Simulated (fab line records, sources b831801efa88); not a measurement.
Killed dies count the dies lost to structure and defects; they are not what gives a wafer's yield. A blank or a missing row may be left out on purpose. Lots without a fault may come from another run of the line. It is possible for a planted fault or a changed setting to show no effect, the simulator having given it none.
fab line records ; flow sky130
record: lots: 7; wafers: 21; last_day: 48
route steps=708 shown VIA4@645 PAD_OPEN@708
lots with no fault: from the same line, run without faults
start_h: hours from the record's first day to the start of the lot's first wafer shown ; wait_h: hours since the lot's step before ; " repeats the value in the row above ; L1.1+2: one row covering several wafers at once ; - value missing, or start not given ; * or withheld: withheld ; < > ~ a bound
route shown NAME@n: a module of which the file shows steps, and the number in the route of the first ; usual: mean/standard deviation of fault-free wafers ; same: alike in all rows ; chamber/n: place in a boat ; sites: each site's reading ; _std_site: how widely they spread, as a standard deviation ; _edge_site: mean of outer sites minus mean of inner sites ; radius_mm: for every site, how far away it sits from the centre of the wafer ; mask NAME#n: copy n ; behind: tool/chamber where the wafer was last shaped ; hold: why the lot was held/for how many hours/how that ended ; device: names the non-switching transistor (n, p or np) ; end of line: the tests these same wafers got at the end of their route ; a step with no rows: only its recipe ; killed: not the wafer's yield, but the dies lost to structure and defects at the first sort ; map: shows each die of a wafer: x if killed, . if not, _ if none is there
set.NAME: setting as actually run; set.NAME@STEP: the setting as run at that earlier step ; model.NAME: the simulator's own value behind a step, which no gauge read
lots at some steps of the route; a table a step, a row a wafer
services: from which hour (start_h, from the record's first day; less than 0 if before it) a tool's chamber was out of use, for how many hours, and why
== steps ==
step: SKY_VIA4_COAT_06
recipe: resist: NOVOLAK; spin_rpm: 3000; resist_thk_nm: 1140
step: SKY_VIA4_SOFTBAKE_07
recipe: temp_c: 90; time_s: 60; resist: NOVOLAK
step: SKY_VIA4_EXPOSE_08
recipe: mask_id: VIM4; na: 0.6; source_shape: conventional; sigma_outer: 0.6; polarization: unpolarized; target_cd_nm: 800; dose_mj: 132
step: SKY_VIA4_PEB_09
recipe: temp_c: withheld; time_s: *; resist: NOVOLAK
step: SKY_VIA4_DEVELOP_10
recipe: resist: NOVOLAK; developer: TMAH; develop_time_s: 60; dev_temp_c: 23
step: SKY_VIA4_OVL_MEAS_11
usual: VIA4_OVL: 0.5/1.2
lot.wafer;tool;chamber;start_h;wait_h;VIA4_OVL[nm]
L191.1;overlay-02;-;1011.34;0.1;0.8
L191.3;overlay-02;-;1011.34;0.1;1.7
L191.4;overlay-02;-;1011.34;0.1;1.4
L192.2;overlay-02;-;1017.69;0.1;0.7
L192.3;overlay-02;-;1017.69;0.1;-0.5
L192.4;overlay-02;-;1017.69;0.1;1.1
L196.2;overlay-01;-;1037.49;0.1;0.9
L196.3;overlay-01;-;1037.49;0.1;0.1
L196.4;overlay-01;-;1037.49;0.1;1.0
L203.1;overlay-02;-;1090.79;0.1;-0.5
L203.5;overlay-02;-;1090.79;0.1;-0.8
L203.6;overlay-02;-;1090.79;0.1;-0.3
L208.1;overlay-02;-;1118.67;0.1;1.5
L208.2;overlay-02;-;1118.67;0.1;1.3
L208.6;overlay-02;-;1118.67;0.1;0.1
L209.3;overlay-02;-;1134.60;0.1;-0.8
L209.4;overlay-02;-;1134.60;0.1;0.5
L209.6;overlay-02;-;1134.60;0.1;1.4
L212.1;overlay-01;-;1139.89;0.1;0.5
L212.2;overlay-01;-;1139.89;0.1;2.0
L212.3;overlay-01;-;1139.89;0.1;-1.3
step: SKY_VIA4_ETCH_12
recipe: target: SiO2; chemistry: C4F8/O2/Ar; stop_on: TiN; mask_material: NOVOLAK; source_w: 1500; bias_w: 1200; pressure_mtorr: 40; c4f8_flow_sccm: withheld; O2_flow_sccm: 6; Ar_flow_sccm: 300; time_s: withheld; target_depth_a: 5800
usual: chamber_pressure_mTorr: 40.00/0.034; oes_product_au: 0.926/0.0046
lot.wafer;tool;chamber;start_h;wait_h;chamber_pressure_mTorr;oes_product_au
L191.1;rie_diel-01;1;1011.37;0.0;39.97;0.923
L191.3;rie_diel-01;3;1011.37;0.0;40.02;0.930
L191.4;rie_diel-01;2;1011.37;0.0;39.96;0.915
L192.2;rie_diel-04;2;1017.72;0.0;39.94;0.935
L192.3;rie_diel-04;3;1017.72;0.0;39.98;0.926
L192.4;rie_diel-04;0;1017.72;0.0;40.08;0.921
L196.2;rie_diel-01;1;1037.52;0.0;39.99;0.920
L196.3;rie_diel-01;2;1037.52;0.0;39.99;0.923
L196.4;rie_diel-01;3;1037.52;0.0;40.02;0.931
L203.1;rie_diel-01;3;1090.82;0.0;39.96;0.921
L203.5;rie_diel-01;2;1090.82;0.0;40.06;0.933
L203.6;rie_diel-01;1;1090.82;0.0;39.98;0.924
L208.1;rie_diel-03;1;1118.70;0.0;40.00;0.930
L208.2;rie_diel-03;3;1118.70;0.0;39.98;0.921
L208.6;rie_diel-03;2;1118.70;0.0;40.00;0.929
L209.3;rie_diel-03;0;1134.62;0.0;40.05;0.927
L209.4;rie_diel-03;1;1134.62;0.0;40.05;0.926
L209.6;rie_diel-03;1;1134.62;0.0;39.96;0.921
L212.1;rie_diel-03;3;1139.92;0.0;40.03;0.925
L212.2;rie_diel-03;2;1139.92;0.0;40.09;0.922
L212.3;rie_diel-03;1;1139.92;0.0;40.07;0.925
step: SKY_VIA4_STRIP_13
recipe: chemistry: O2/N2; power_w: 1400; pressure_mtorr: 1500; platen_temp_c: withheld; o2_flow_sccm: 3000; n2_flow_sccm: 300; overash_fraction: 0.5
usual: chamber_pressure_mTorr: 1499.9/1.4; drypump_motor_current_A: 5.9/0.32; oes_product_au: 0.710/0.0043; strip_time_to_endpoint_s: 12.79/0.032
lot.wafer;tool;chamber;start_h;wait_h;chamber_pressure_mTorr;drypump_motor_current_A;oes_product_au;rf_hours_counter_h;strip_time_to_endpoint_s
L191.1;plasma_asher-02;1;1011.45;-;1503.3;6.0;0.709;27;12.76
L191.3;plasma_asher-02;0;1011.45;-;1499.3;5.6;0.707;-;12.78
L191.4;plasma_asher-02;1;1011.45;-;1499.7;6.0;0.721;-;12.84
L192.2;plasma_asher-02;0;1017.80;-;1500.3;5.6;0.709;28;12.83
L192.3;plasma_asher-02;0;1017.80;-;1498.3;5.6;0.712;-;12.83
L192.4;plasma_asher-02;1;1017.80;-;1503.7;6.0;0.716;-;12.77
L196.2;plasma_asher-03;1;1037.60;-;1500.0;6.0;0.713;125;12.77
L196.3;plasma_asher-03;0;1037.60;-;1502.4;5.5;0.712;-;12.79
L196.4;plasma_asher-03;1;1037.60;-;1497.0;6.0;0.714;-;12.82
L203.1;plasma_asher-02;0;1090.90;-;1495.8;5.6;0.708;35;12.81
L203.5;plasma_asher-02;1;1090.90;-;1501.5;6.0;0.710;-;12.80
L203.6;plasma_asher-02;0;1090.90;-;1500.8;5.6;0.710;-;12.79
L208.1;plasma_asher-03;1;1118.78;-;1500.7;5.9;0.710;5;12.75
L208.2;plasma_asher-03;0;1118.78;-;1499.5;5.5;0.714;5;12.83
L208.6;plasma_asher-03;0;1118.78;-;1501.0;5.5;0.709;-;12.82
L209.3;plasma_asher-01;0;1134.73;-;1499.6;6.2;0.714;-;12.80
L209.4;plasma_asher-01;1;1134.73;-;1497.9;6.5;0.706;-;12.81
L209.6;plasma_asher-01;0;1134.73;-;1502.8;6.3;0.709;-;12.83
L212.1;plasma_asher-02;1;1140.00;-;1500.2;6.0;0.708;40;12.79
L212.2;plasma_asher-02;0;1140.00;-;1499.7;5.6;0.710;40;12.80
L212.3;plasma_asher-02;1;1140.00;-;1498.8;6.0;0.717;-;12.81
step: SKY_VIA4_STRIP_14
recipe: chemistry: post_etch_residue_remover; time_s: 1200; temp_c: 72.5
step: SKY_VIA4_CLEAN_15
recipe: chemistry: IPA; time_s: 180; temp_c: 25
step: SKY_VIA4_CLEAN_16
recipe: chemistry: O3/DIW; dry: n2_spin
step: SKY_VIA4_SPUTTER_17
recipe: material: TiN; target_thk_nm: 20; chamber_pressure_pa: 5; power_w: 4000; time_s: 80
usual: throttle_valve_pct: 29.6/0.88
lot.wafer;tool;chamber;start_h;wait_h;throttle_valve_pct
L191.1;pvd_sputter-02;-;1012.38;0.0;30.4
L191.3;pvd_sputter-02;-;1012.38;0.0;29.6
L191.4;pvd_sputter-02;-;1012.38;0.0;28.9
L192.2;pvd_sputter-03;-;1018.42;0.0;31.2
L192.3;pvd_sputter-03;-;1018.42;0.0;31.2
L192.4;pvd_sputter-03;-;1018.42;0.0;29.0
L196.2;pvd_sputter-03;-;1038.19;0.0;28.9
L196.3;pvd_sputter-03;-;1038.19;0.0;30.2
L196.4;pvd_sputter-03;-;1038.19;0.0;31.1
L203.1;pvd_sputter-01;-;1091.49;0.0;30.0
L203.5;pvd_sputter-01;-;1091.49;0.0;28.9
L203.6;pvd_sputter-01;-;1091.49;0.0;30.0
L208.1;pvd_sputter-01;-;1119.44;0.0;30.8
L208.2;pvd_sputter-01;-;1119.44;0.0;29.1
L208.6;pvd_sputter-01;-;1119.44;0.0;29.5
L209.3;pvd_sputter-01;-;1135.35;0.0;29.2
L209.4;pvd_sputter-01;-;1135.35;0.0;30.7
L209.6;pvd_sputter-01;-;1135.35;0.0;29.3
L212.1;pvd_sputter-01;-;1140.59;0.0;28.8
L212.2;pvd_sputter-01;-;1140.59;0.0;29.2
L212.3;pvd_sputter-01;-;1140.59;0.0;30.1
step: SKY_VIA4_CVD_18
recipe: material: W; target_thk_nm: 505; time_s: 152.14; temp_c: 400; pressure_torr: 40
usual: heater_power_w: 830/68
lot.wafer;tool;chamber;start_h;wait_h;heater_power_w;since_wet_clean_h
L191.1;cvd_w-01;1;1012.44;0.0;729;94
L191.3;cvd_w-01;0;1012.44;0.0;894;-
L191.4;cvd_w-01;1;1012.44;0.0;759;-
L192.2;cvd_w-02;0;1018.48;0.0;890;614
L192.3;cvd_w-02;1;1018.48;0.0;839;-
L192.4;cvd_w-02;0;1018.48;0.0;860;-
L196.2;cvd_w-02;1;1038.25;0.0;830;634
L196.3;cvd_w-02;1;1038.25;0.0;839;-
L196.4;cvd_w-02;0;1038.25;0.0;874;-
L203.1;cvd_w-01;0;1091.55;0.0;891;174
L203.5;cvd_w-01;0;1091.55;0.0;900;-
L203.6;cvd_w-01;1;1091.55;0.0;735;-
L208.1;cvd_w-02;1;1119.50;0.0;832;716
L208.2;cvd_w-02;0;1119.50;0.0;872;716
L208.6;cvd_w-02;0;1119.50;0.0;884;-
L208.1;cvd_w-02;1;1119.82;0.3;842;-
L208.2;cvd_w-02;0;1119.82;0.3;873;-
L208.6;cvd_w-02;0;1119.82;0.3;864;-
L209.3;cvd_w-01;1;1135.46;0.1;751;-
L209.4;cvd_w-01;0;1135.46;0.1;886;-
L209.6;cvd_w-01;1;1135.46;0.1;717;-
L209.3;cvd_w-01;1;1135.92;0.4;723;-
L209.4;cvd_w-01;0;1135.92;0.4;892;-
L209.6;cvd_w-01;1;1135.92;0.4;738;-
L212.1;cvd_w-01;0;1140.65;0.0;906;223
L212.2;cvd_w-01;1;1140.65;0.0;739;223
L212.3;cvd_w-01;1;1140.65;0.0;735;-
L212.1;cvd_w-01;0;1140.97;0.3;897;-
L212.2;cvd_w-01;1;1140.97;0.3;770;-
L212.3;cvd_w-01;1;1140.97;0.3;744;-
step: SKY_VIA4_RS_MEAS_19
recipe: thk_meas_gauge: four-point-probe; reads: W_of_VIA4_CVD_18+TiN_of_VIA4_SPUTTER_17
usual: VIA4_W_RS: 0.2267/0.0022
lot.wafer;tool;chamber;start_h;wait_h;VIA4_W_RS[ohm/sq]
L191.1;film_metro-04;-;1012.59;0.1;0.2248
L191.3;film_metro-04;-;1012.59;0.1;0.2246
L191.4;film_metro-04;-;1012.59;0.1;0.2241
L192.2;film_metro-04;-;1018.65;0.1;0.2298
L192.3;film_metro-04;-;1018.65;0.1;0.2271
L192.4;film_metro-04;-;1018.65;0.1;0.2323
L196.2;film_metro-01;-;1038.42;0.1;0.2311
L196.3;film_metro-01;-;1038.42;0.1;0.2253
L196.4;film_metro-01;-;1038.42;0.1;0.2302
L203.1;film_metro-03;-;1091.70;0.1;0.2289
L203.5;film_metro-03;-;1091.70;0.1;0.2264
L203.6;film_metro-03;-;1091.70;0.1;0.2242
L208.1;film_metro-04;-;1119.97;0.1;0.1136
L208.2;film_metro-04;-;1119.97;0.1;0.1147
L208.6;film_metro-04;-;1119.97;0.1;0.1134
L208.1;film_metro-04;-;1120.26;0.3;0.1136
L208.2;film_metro-04;-;1120.26;0.3;0.1145
L208.6;film_metro-04;-;1120.26;0.3;0.1133
L209.3;film_metro-03;-;1136.06;0.1;0.1113
L209.4;film_metro-03;-;1136.06;0.1;0.1113
L209.6;film_metro-03;-;1136.06;0.1;0.1112
L209.3;film_metro-03;-;1136.35;0.3;0.1112
L209.4;film_metro-03;-;1136.35;0.3;0.1114
L209.6;film_metro-03;-;1136.35;0.3;0.1110
L212.1;film_metro-03;-;1141.12;0.1;0.1123
L212.2;film_metro-03;-;1141.12;0.1;0.1117
L212.3;film_metro-03;-;1141.12;0.1;0.1119
L212.1;film_metro-03;-;1141.41;0.3;0.1123
L212.2;film_metro-03;-;1141.41;0.3;0.1118
L212.3;film_metro-03;-;1141.41;0.3;0.1119
step: SKY_PAD_OPEN_PROBE_99
usual: defect_limited_yield: 82.5/2; killed_at_M0_to_M3: 42/6.6; killed_at_M4_up: 3.1/1.9; killed_at_contacts: 25/5.7; killed_at_front_end: 16/5; killed_at_other: 0.2/0.38; killed_dies: 86/9.6; killed_open: 47/7.2; killed_short: 39/6.2; sort_bin_3_pad_short: 0.9/0.44; sort_bin_5_function: 10.3/1.5; sort_bin_6_memory: 6.2/1.1; sort_n_pass: 406/9.6; sort_yield_pct: 82.5/2
same: gross_dies: 492; killed_at_back_side: 0; sort_bin_4_leakage[%]: 0; sort_bin_8_speed[%]: 0
lot.wafer;tool;chamber;start_h;wait_h;defect_limited_yield[%];killed_at_M0_to_M3;killed_at_M4_up;killed_at_contacts;killed_at_front_end;killed_at_other;killed_dies;killed_open;killed_short;sort_bin_3_pad_short[%];sort_bin_5_function[%];sort_bin_6_memory[%];sort_n_pass;sort_yield_pct[%]
L191.1;prober-02;-;1082.55;0.1;85.6;37;1;23;10;0;71;41;30;0.6;8.5;5.3;421;85.6
L191.3;prober-02;-;1082.65;0.2;80.7;41;3;34;16;1;95;53;42;1.8;10.6;6.9;397;80.7
L191.4;prober-02;-;1082.70;0.2;80.7;50;2;29;14;0;95;53;42;0.8;10.6;7.9;397;80.7
L192.2;prober-01;-;1088.13;0.1;81.5;44;6;27;14;0;91;43;48;1.2;10.6;6.7;401;81.5
L192.3;prober-01;-;1088.18;0.2;84.6;29;3;20;23;1;76;37;39;1.2;9.3;4.9;416;84.6
L192.4;prober-01;-;1088.23;0.2;85.6;42;1;14;14;0;71;38;33;0.8;8.7;4.9;421;85.6
L196.2;prober-01;-;1105.55;0.1;85.6;42;2;19;8;0;71;35;36;0.4;9.8;4.3;421;85.6
L196.3;prober-01;-;1105.60;0.2;84.3;44;2;19;12;0;77;46;31;0.4;9.1;6.1;415;84.3
L196.4;prober-01;-;1105.65;0.2;83.9;45;4;22;8;0;79;41;38;0.4;8.5;7.1;413;83.9
killed by level:class
L191.1 VIA1:geometric_particle:open=9 CONTACT:geometric_particle:open=7 LI_CONTACT:geometric_particle:open=6 LI_CONTACT:geometric_particle:short=6 METAL1:geometric_particle:short=5 METAL2:geometric_particle:short=4 VIA2:geometric_particle:open=4 VIA3:geometric_particle:open=4
L191.3 CONTACT:geometric_particle:open=12 VIA1:geometric_particle:open=12 LI_CONTACT:geometric_particle:open=8 LOCAL_INTERCONNECT:geometric_particle:short=7 POLY_GATE:geometric_particle:short=6 VIA1:geometric_particle:short=5 VIA2:geometric_particle:open=5 VIA3:geometric_particle:short=5
L191.4 CONTACT:geometric_particle:open=13 VIA1:geometric_particle:open=12 LI_CONTACT:geometric_particle:open=7 VIA3:geometric_particle:open=7 VIA2:geometric_particle:open=6 VIA1:geometric_particle:short=6 FIELD_ISO:geometric_particle:short=5 CONTACT:geometric_particle:short=5
L192.2 CONTACT:geometric_particle:open=9 VIA1:geometric_particle:open=8 VIA3:geometric_particle:open=6 LI_CONTACT:geometric_particle:short=5 VIA1:geometric_particle:short=5 VIA2:geometric_particle:open=5 METAL2:geometric_particle:short=5 METAL4:geometric_particle:short=5
L192.3 LI_CONTACT:geometric_particle:open=7 FIELD_ISO:geometric_particle:open=6 POLY_GATE:geometric_particle:open=5 POLY_GATE:geometric_particle:short=5 CONTACT:geometric_particle:open=5 METAL1:geometric_particle:short=5 VIA1:geometric_particle:short=5 METAL2:geometric_particle:short=5
L192.4 VIA1:geometric_particle:open=11 VIA3:geometric_particle:open=7 FIELD_ISO:geometric_particle:open=6 METAL1:geometric_particle:short=6 CONTACT:geometric_particle:open=5 METAL2:geometric_particle:short=5 CONTACT:geometric_particle:short=4 FIELD_ISO:geometric_particle:short=3
L196.2 VIA3:geometric_particle:open=8 LI_CONTACT:geometric_particle:open=7 VIA1:geometric_particle:open=7 VIA1:geometric_particle:short=6 VIA2:geometric_particle:open=5 METAL1:geometric_particle:short=5 LI_CONTACT:geometric_particle:short=4 LOCAL_INTERCONNECT:geometric_particle:short=4
L196.3 VIA1:geometric_particle:open=13 VIA2:geometric_particle:open=10 CONTACT:geometric_particle:open=7 FIELD_ISO:geometric_particle:open=6 LOCAL_INTERCONNECT:geometric_particle:short=5 METAL1:geometric_particle:short=5 LI_CONTACT:geometric_particle:open=4 VIA2:geometric_particle:short=4
L196.4 VIA1:geometric_particle:open=11 METAL2:geometric_particle:short=8 CONTACT:geometric_particle:short=7 VIA2:geometric_particle:open=6 CONTACT:geometric_particle:open=5 METAL1:geometric_particle:short=4 LI_CONTACT:geometric_particle:open=4 VIA1:geometric_particle:short=4
== services ==
tool;chamber;start_h;hours;kind
pvd_sputter-02;-;997.40;1.4;repair
cvd_w-02;-;1010.73;6.0;pm
pvd_sputter-02;-;1024.00;2.0;repair
plasma_asher-01;-;1031.54;0.4;repair
plasma_asher-03;-;1031.88;1.2;repair
rie_diel-03;-;1044.62;12.1;repair
plasma_asher-03;-;1055.25;9.0;pm
plasma_asher-03;0;1055.25;9.0;vent_cycle
plasma_asher-01;-;1055.88;2.8;pm
pvd_sputter-03;-;1058.94;89.3;repair
pvd_sputter-01;1;1068.07;-;consumable_replace:kit
pvd_sputter-01;1;1068.07;18.0;scheduled_down
pvd_sputter-01;1;1068.07;18.0;vent_cycle
rie_diel-03;2;1070.43;4.6;repair
rie_diel-04;2;1086.91;66.1;repair
rie_diel-03;0;1107.68;-;clean
rie_diel-03;0;1107.68;18.1;scheduled_down
rie_diel-03;0;1107.68;18.1;vent_cycle
rie_diel-04;0;1117.96;13.4;repair
plasma_asher-02;-;1127.52;0.7;repair
rie_diel-03;0;1137.41;9.2;repair
rie_diel-01;0;1139.33;3.5;repair
rie_diel-01;1;1139.63;8.3;repair
plasma_asher-03;-;1139.82;4.3;pm
== key ==
first_sign: step: SKY_VIA4_CVD_18; reading: visit; direction: added
effect: step: SKY_VIA4_RS_MEAS_19; reading: visit; direction: added
effect: step: SKY_VIA4_RS_MEAS_19; reading: VIA4_W_RS; direction: down; sigmas: 51; usual: 0.2267; struck: 0.1124
met_at SKY_VIA4_CVD_18
struck_wafers L208.1,L208.2,L208.6,L209.3,L209.4,L209.6,L212.1,L212.2,L212.3
scrapped_behind SKY_VIA4_RS_MEAS_19 L208.1,L208.2,L208.6,L209.3,L209.4,L209.6,L212.1,L212.2,L212.3
fault: kind: repeated_step_whole; tool: cvd_w-01,cvd_w-02; chamber: -; onset_h: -; steps: SKY_VIA4_CVD_18; times: 1; scope: struck_lots_only
